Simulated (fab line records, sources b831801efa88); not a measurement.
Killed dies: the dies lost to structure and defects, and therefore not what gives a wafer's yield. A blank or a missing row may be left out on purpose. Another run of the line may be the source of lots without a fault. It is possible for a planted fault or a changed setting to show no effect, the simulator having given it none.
Which tool was responsible? | flow sky130 | 11 lots with 33 wafers sampled at 4 steps, on a route of 708 steps

== WHAT EACH GAUGE READ, for each wafer ==
SKY_FIELD_ISO_CD_MEAS_13 targets a cd of 150 nm. Usual: cd_nm at 150.7 nm, with a standard deviation of 1.4.
lot  | measured    | on        | cd_nm (nm)        | flag
L598 | day 2 19:17 | cd_sem-01 | 152.8 153.4 152.0 |
L599 | day 3 02:50 | cd_sem-01 | 148.9 150.1 150.3 |
L602 | day 3 15:49 | cd_sem-01 | 148.9 149.1 150.4 |
L605 | day 4 09:04 | cd_sem-02 | 151.9 151.7 151.0 |
L606 | day 4 13:50 | cd_sem-01 | 150.6 149.7 151.4 |
L607 | day 4 17:56 | cd_sem-01 | 149.9 150.8 150.5 |
L609 | day 5 04:55 | cd_sem-02 | 150.1 148.7 148.2 |
L610 | day 5 10:47 | cd_sem-01 | 151.1 149.6 151.1 |
L611 | day 5 16:22 | cd_sem-02 | 151.1 149.2 149.6 |
L613 | day 6 03:00 | cd_sem-02 | 152.3 152.6 152.1 |
L618 | day 7 05:06 | cd_sem-02 | 150.7 151.6 150.9 |

SKY_NWELL_THK_MEAS_02. Usual: NWELL_OXIDATION_THK gives 9.91 nm (standard deviation 0.15).
lot  | measured    | on            | NWELL_OXIDATION_THK (nm) | flag
L598 | day 3 03:23 | film_metro-03 | 9.91 9.94 9.92           |
L599 | day 3 10:04 | film_metro-03 | 9.93 9.81 9.99           |
L602 | day 3 21:56 | film_metro-03 | 9.76 9.92 9.78           |
L605 | day 4 23:41 | film_metro-03 | 9.88 9.53 9.73           |
L606 | day 5 02:35 | film_metro-03 | 3.26 3.24 3.46           | OFF
L607 | day 5 03:59 | film_metro-03 | 3.55 3.27 3.26           | OFF
L609 | day 5 13:19 | film_metro-04 | 10.05 10.11 10.10        |
L610 | day 5 17:54 | film_metro-03 | 9.89 9.95 9.95           |
L611 | day 5 23:45 | film_metro-03 | 10.24 9.97 9.96          |
L613 | day 6 09:28 | film_metro-01 | 9.86 9.86 9.77           |
L618 | day 7 12:56 | film_metro-04 | 10.13 10.06 10.09        |

== WHICH TOOL RAN EACH LOT (tool, then ch and the chambers of the sampled wafers, then the start) ==
lot  | SKY_FIELD_ISO_ETCH_17           | SKY_NWELL_OXIDATION_01
L598 | rie_si-02 ch 1,2,3, day 2 19:36 | furnace-02 ch 0, day 3 01:59
L599 | rie_si-02 ch 0,3, day 3 03:05   | furnace-02 ch 0, day 3 08:38
L602 | rie_si-02 ch 0,2, day 3 16:08   | furnace-02 ch 0, day 3 20:32
L605 | rie_si-01 ch 0,2,3, day 4 09:23 | furnace-02 ch 0, day 4 22:17
L606 | rie_si-02 ch 0,1,2, day 4 14:08 | furnace-02 ch 0, day 5 01:11
L607 | rie_si-01 ch 0,2,3, day 4 18:14 | furnace-02 ch 0, day 5 02:35
L609 | rie_si-01 ch 1,3, day 5 05:15   | furnace-01 ch 0, day 5 11:54
L610 | rie_si-02 ch 0,1, day 5 11:05   | furnace-01 ch 0, day 5 16:30
L611 | rie_si-01 ch 1,2, day 5 16:41   | furnace-01 ch 0, day 5 22:22
L613 | rie_si-01 ch 0,1,2, day 6 03:18 | furnace-01 ch 0, day 6 08:04
L618 | rie_si-02 ch 1,2,3, day 7 05:24 | furnace-01 ch 0, day 7 11:31
- SKY_FIELD_ISO_ETCH_17: etches Si in HBr/Cl2/O2, target depth 342 nm, time 97.7 s.
- SKY_NWELL_OXIDATION_01: stabilise 600 s, purge 300 s, target thk 10 nm.

== WHAT THE TOOLS THEMSELVES READ (means of the sampled wafers that have a number; where no wafer has one, the mark that the record gives instead) ==
SKY_FIELD_ISO_ETCH_17. Usual: drypump_motor_current_A 5.8 A, standard deviation 0.48; oes_product_au 0.998 a.u., standard deviation 0.0082; throttle_valve_pct 25.658 %, standard deviation 0.0099.
lot  | tool      | drypump_motor_current_A (A) | oes_product_au (a.u.) | throttle_valve_pct (%) | flag
L598 | rie_si-02 | 5.7                         | 0.988                 | 25.661                 |
L599 | rie_si-02 | 5.8                         | 0.999                 | 25.665                 |
L602 | rie_si-02 | 5.9                         | 1.005                 | 25.655                 |
L605 | rie_si-01 | 6.1                         | 1.009                 | 25.651                 |
L606 | rie_si-02 | 5.6                         | 0.999                 | 25.649                 |
L607 | rie_si-01 | 6.1                         | 1.002                 | 25.660                 |
L609 | rie_si-01 | 5.7                         | 0.999                 | 25.655                 |
L610 | rie_si-02 | 5.4                         | 1.002                 | 25.658                 |
L611 | rie_si-01 | 5.9                         | 0.996                 | 25.648                 |
L613 | rie_si-01 | 6.1                         | 0.997                 | 25.654                 |
L618 | rie_si-02 | 5.7                         | 0.993                 | 25.659                 |

SKY_NWELL_OXIDATION_01. Usual: spike_tc_bottom_C 920.1 C, standard deviation 1.4; spike_tc_centre_C 900.8 C, standard deviation 0.96; spike_tc_lower_C 900.9 C, standard deviation 1; spike_tc_top_C 914.5 C, standard deviation 1.2; spike_tc_upper_C 899.8 C, standard deviation 1; tube_center_temp_C 900 C, standard deviation 0.081; tube_center_temp_C_max 902.3, standard deviation 0.37; zone_power_lower_pct 18.21 %, standard deviation 0.23; zone_power_top_pct 29.7 %, standard deviation 0.55; zone_power_upper_pct 17.79 %, standard deviation 0.19.
lot  | tool       | spike_tc_bottom_C (C) | spike_tc_centre_C (C) | spike_tc_lower_C (C) | spike_tc_top_C (C) | spike_tc_upper_C (C) | tube_center_temp_C (C) | tube_center_temp_C_max | zone_power_lower_pct (%) | zone_power_top_pct (%) | zone_power_upper_pct (%) | flag
L598 | furnace-02 | 918.7                 | 900.4                 | 900.8                | 915.0              | 899.4                | 900                    | 902.3                  | 18.16                    | 29.0                   | 17.92                    |
L599 | furnace-02 | 918.7                 | 901.5                 | 901.0                | 915.1              | 898.8                | 900                    | 902.3                  | 18.30                    | 29.0                   | 17.98                    |
L602 | furnace-02 | 919.8                 | 900.2                 | 901.2                | 914.8              | 899.2                | 900                    | 902.3                  | 18.05                    | 29.1                   | 17.98                    |
L605 | furnace-02 | 919.1                 | 900.3                 | 901.3                | 915.1              | 900.3                | 900                    | 902.3                  | 18.14                    | 29.1                   | 17.75                    |
L606 | furnace-02 | 834.4                 | 816.5                 | 816.6                | 832.9              | 814.4                | 816                    | 818.7                  | 14.71                    | 25.0                   | 14.76                    | OFF
L607 | furnace-02 | 834.4                 | 816.5                 | 817.4                | 832.2              | 815.4                | 816                    | 817.9                  | 14.65                    | 24.9                   | 14.67                    | OFF
L609 | furnace-01 | 920.1                 | 900.9                 | 899.8                | 913.7              | 900.2                | 900                    | 902.2                  | 18.40                    | 30.0                   | 17.64                    |
L610 | furnace-01 | 921.5                 | 900.3                 | 899.6                | 914.2              | 900.0                | 900                    | 902.3                  | 18.24                    | 30.1                   | 17.65                    |
L611 | furnace-01 | 921.3                 | 901.3                 | 900.4                | 913.5              | 900.7                | 900                    | 902.6                  | 18.41                    | 30.0                   | 17.65                    |
L613 | furnace-01 | 921.1                 | 900.8                 | 901.3                | 913.7              | 900.4                | 900                    | 902.5                  | 18.39                    | 30.0                   | 17.75                    |
L618 | furnace-01 | 920.3                 | 900.6                 | 901.1                | 914.5              | 899.5                | 900                    | 902.2                  | 18.29                    | 29.9                   | 17.71                    |

== THE ANSWER, worked out from the rows above alone ==
Rule: a lot is off if the mean of its wafers that have a number lies more than 3 standard deviations from the usual mean. A lot without any number at a reading at which 4 lots or more have one is off too. All remaining lots with rows at the step are treated as sound. First the gauges in route order, then the tools' own readings, where a lot's mean is used as printed above. The first step at which some lot is off is used, and at that step the reading that is off furthest; a lot without a number counts as furthest.
Off: L606, L607, seen at SKY_NWELL_THK_MEAS_02 (NWELL_OXIDATION_THK).
A tool fits if, at a process step before that reading, it ran every lot that is off, and no sound lot after the first of them. Not tried: the gauges at SKY_NWELL_THK_MEAS_02; whatever is off there is also off at SKY_NWELL_OXIDATION_01, on other tools, and gauge error can't account for it. One fits: furnace-02 at SKY_NWELL_OXIDATION_01. Its last sound lot is L605 (day 4 22:17), its first lot that is off L606 (day 5 01:11): a fault that began between those two fits.
The tool's own readings at SKY_NWELL_OXIDATION_01 bear it out: on the lots that are off they differ by more than 5 times the standard deviation of the sound lots' means. spike_tc_bottom_C reads 834.4 C there against 920.1 C on the sound lots; spike_tc_centre_C reads 816.5 C there against 900.7 C on the sound lots; spike_tc_lower_C reads 817.0 C there against 900.7 C on the sound lots; spike_tc_top_C reads 832.5 C there against 914.4 C on the sound lots; spike_tc_upper_C reads 814.9 C there against 899.8 C on the sound lots; tube_center_temp_C reads 816 C there against 900 C on the sound lots; tube_center_temp_C_max reads 818.3 there against 902.3 on the sound lots; zone_power_lower_pct reads 14.68 % there against 18.26 % on the sound lots; zone_power_top_pct reads 24.9 % there against 29.6 % on the sound lots; zone_power_upper_pct reads 14.71 % there against 17.78 % on the sound lots.

== WHAT THE SIMULATOR PUT IN ==
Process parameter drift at SKY_NWELL_OXIDATION_01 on furnace-02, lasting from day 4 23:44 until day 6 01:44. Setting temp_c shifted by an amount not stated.
Struck lots among those shown: L606, L607. The rule above reached the same finding.
